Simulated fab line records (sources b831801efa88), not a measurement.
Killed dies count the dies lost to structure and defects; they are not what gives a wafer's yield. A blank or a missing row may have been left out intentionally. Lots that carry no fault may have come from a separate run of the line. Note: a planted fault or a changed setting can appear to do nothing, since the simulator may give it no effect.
Matching of chambers | flow gf180mcu | 4 sister chambers for GF_CONTACT_CMP_04 on cmp-02
The step polishes SiO2. 4 wafers are shown with their chamber, then 12 later ones without.

## WAFERS PAIRED WITH THEIR CHAMBERS
wafer  | chamber | motor current A (A)
L087.4 | 1       | 13.3
L090.3 | 3       | 11.0
L090.4 | 2       | 12.1
L090.5 | 0       | 13.0

## WAFERS MISSING THEIR CHAMBER
wafer  | motor current A (A)
L091.1 | 13.9
L091.5 | 11.4
L091.6 | 12.5
L093.2 | 12.4
L093.4 | 11.5
L093.6 | 12.1
L094.1 | 12.6
L094.5 | 12.4
L094.6 | 13.2
L096.1 | 13.3
L096.5 | 11.8
L096.6 | 10.9

## EACH ONE'S CHAMBER
wafer  | from the rows above          | in truth
L091.1 | can't be placed: 1 or 0      | 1
L091.5 | can't be placed: 3 or 2      | 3
L091.6 | can't be placed: 2 or 0 or 1 | 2
L093.2 | can't be placed: 2 or 0 or 1 | 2
L093.4 | can't be placed: 3 or 2      | 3
L093.6 | 2                            | 2
L094.1 | can't be placed: 0 or 2 or 1 | 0
L094.5 | can't be placed: 2 or 0 or 1 | 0
L094.6 | can't be placed: 1 or 0      | 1
L096.1 | can't be placed: 1 or 0      | 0
L096.5 | can't be placed: 2 or 3      | 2
L096.6 | 3                            | 3
Correct placement for 2 of the 12. Can't be placed from these rows: 10 (the true chamber is among the candidates in 10). Wrongly placed: 0.
How it was worked out, from the rows above alone: a wafer's distance from a chamber is the root of the sum, over the readings, of the square of ((its reading less the chamber's mean) divided by the reading's scatter). If the next closest chamber is less than 2 further off than the closest, the wafer can't be placed; otherwise it belongs to the closest. A chamber's mean is the mean of its shown wafers. The scatter (one wafer shown for each chamber): square how far every hidden wafer sits from the nearest shown wafer, average those squares and take the square root.
